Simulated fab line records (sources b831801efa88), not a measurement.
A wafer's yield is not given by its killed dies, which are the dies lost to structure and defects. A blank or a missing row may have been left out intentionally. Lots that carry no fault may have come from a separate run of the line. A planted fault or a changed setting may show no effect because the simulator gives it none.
Comparing a struck lot with a sound one ; flow sfq_line ; 19 out of 325 route steps
Sound: wafers L612.2, L612.3, L612.4. Struck: wafer L627.4 (left out: L627.3, L627.6 of the same lot, which were not struck); the cause appears at the end.
Per side, at each step with rows, come the tool, then ch with its chambers, and then its first start. Under that, the readings that differ: sound wafers ; struck wafers ; difference of the means ; sigmas: that difference in standard deviations of wafers without a fault.
alike: readings whose means differ by less than 2 such deviations, and words and numbers that are the same on both sides. not compared: withheld readings, readings that some wafer has no value for, bounds like >300 that may hide the same value, and numbers for which the record gives no deviation and whose values overlap.
The two part at a step that has a row with sigmas, a row that says differs or no value, or rows on one side only. When numbers do not overlap yet have no deviation, they are printed without sigmas and do not part them. Lack of a reading on every wafer of one side parts them only where that side has two or more wafers.

SFQ_M6_OVL_MEAS_940:
  sound on overlay-02, day 65 03:02; struck on overlay-01, day 72 12:46
  alike: M6_OVL
then, 1 step without rows for these wafers: SFQ_TRILAYER_M6_BARC_OPEN_METAL_ETCH_206 (etches BARC in O2, target depth 125 nm, time 41.7 s).
SFQ_TRILAYER_M6_ETCH_METAL_ETCH_162: etches Nb in Cl2/Ar, stops on SiO2, target depth 240 nm, time 120 s.
  sound on rie_metal-03 ch 0,1, day 65 03:08; struck on rie_metal-03 ch 1, day 72 12:53
  alike: chamber_pressure_mTorr, drypump_motor_current_A, oes_product_au
  not compared: rf_hours_counter_h
SFQ_TRILAYER_M6_STRIP_STRIP_163: strips in O2.
  sound on rie_metal-03 ch 0,1, day 65 03:15; struck on rie_metal-03 ch 1, day 72 13:11
  alike: chamber_pressure_mTorr, drypump_motor_current_A, oes_product_au
  not compared: rf_hours_counter_h
then, 1 step without rows for these wafers: SFQ_TRILAYER_M6_STRIP_SOLV_CLEAN_164 (cleans in NMP, time 600 s).
SFQ_TRILAYER_I6_DEP_PECVD_165: deposits SiO2 from SiH4/N2O, time 111.11 s, target thk 500 nm.
  sound on pecvd-02 ch 0,2, day 65 04:04; struck on pecvd-04 ch 1, day 72 13:56
  alike: heater_power_w, showerhead_vpp_V, throttle_valve_pct
SFQ_TRILAYER_I6_CMP_CMP_166: polishes SiO2.
  sound on cmp-02 ch 1,2,3, day 65 04:08; struck on cmp-02 ch 1, day 72 14:58
  alike: edge_zone_pressure_frac, motor_current_A, time_to_endpoint_s
SFQ_I6_BOW_MEAS_941:
  sound on film_metro-02, day 65 07:10; struck on film_metro-04, day 72 18:01
  alike: I6_BOW
then, 4 steps without rows for these wafers: SFQ_TRILAYER_I6_METRO_MEASURE_167; SFQ_TRILAYER_I6_VIA_LITHO_COAT_174 (resist thk 62 nm); SFQ_TRILAYER_I6_VIA_LITHO_COAT_169 (resist thk 650 nm); SFQ_TRILAYER_I6_VIA_LITHO_SOFTBAKE_173.
-- the record jumps here: 4 days lie between the struck wafers' starts before and after --
SFQ_TRILAYER_I6_VIA_LITHO_EXPOSE_170: exposes mask I6, target cd 700 nm.
  sound on krf_scanner-02 ch 0, day 67 18:20; struck on krf_scanner-01 ch 0, day 76 15:29
  alike: mask
then, 2 steps without rows for these wafers: SFQ_TRILAYER_I6_VIA_LITHO_PEB_172 (peb time 60 s); SFQ_TRILAYER_I6_VIA_LITHO_DEVELOP_171 (time 60 s).
SFQ_I6_OVL_MEAS_942:
  sound on overlay-01, day 67 19:38; struck on overlay-02, day 76 16:35
  alike: I6_OVL
SFQ_TRILAYER_I6_VIA_BARC_OPEN_VIA_ETCH_235: etches BARC in O2, target depth 125 nm, time 41.7 s.
  sound on rie_diel-01 ch 0,1,3, day 67 19:40; struck on rie_diel-04 ch 0, day 76 16:37
reading;sound;struck;difference;sigmas
model.I6.cd_nm (nm);700.8 699.2 699.8;724.6;+24.7;
  alike: chamber_pressure_mTorr, drypump_motor_current_A, oes_product_au
  not compared: rf_hours_counter_h
SFQ_TRILAYER_I6_VIA_ETCH_VIA_ETCH_172: etches SiO2 in CHF3, stops on Nb, target depth 260 nm.
  sound on rie_diel-01 ch 0,1,3, day 67 19:42; struck on rie_diel-04 ch 0, day 76 16:40
reading;sound;struck;difference;sigmas
model.I6.cd_nm (nm);701.9 700.8 699.8;725.6;+24.8;
  alike: chamber_pressure_mTorr, drypump_motor_current_A, oes_product_au
SFQ_TRILAYER_I6_VIA_STRIP_STRIP_173: strips in O2.
  sound on rie_metal-02 ch 0,1, day 67 19:49; struck on rie_metal-02 ch 0, day 76 16:58
  alike: chamber_pressure_mTorr, drypump_motor_current_A, oes_product_au
  not compared: rf_hours_counter_h

== WHERE THEY PART ==
Nowhere in this record.

WHY: what the simulator had put in
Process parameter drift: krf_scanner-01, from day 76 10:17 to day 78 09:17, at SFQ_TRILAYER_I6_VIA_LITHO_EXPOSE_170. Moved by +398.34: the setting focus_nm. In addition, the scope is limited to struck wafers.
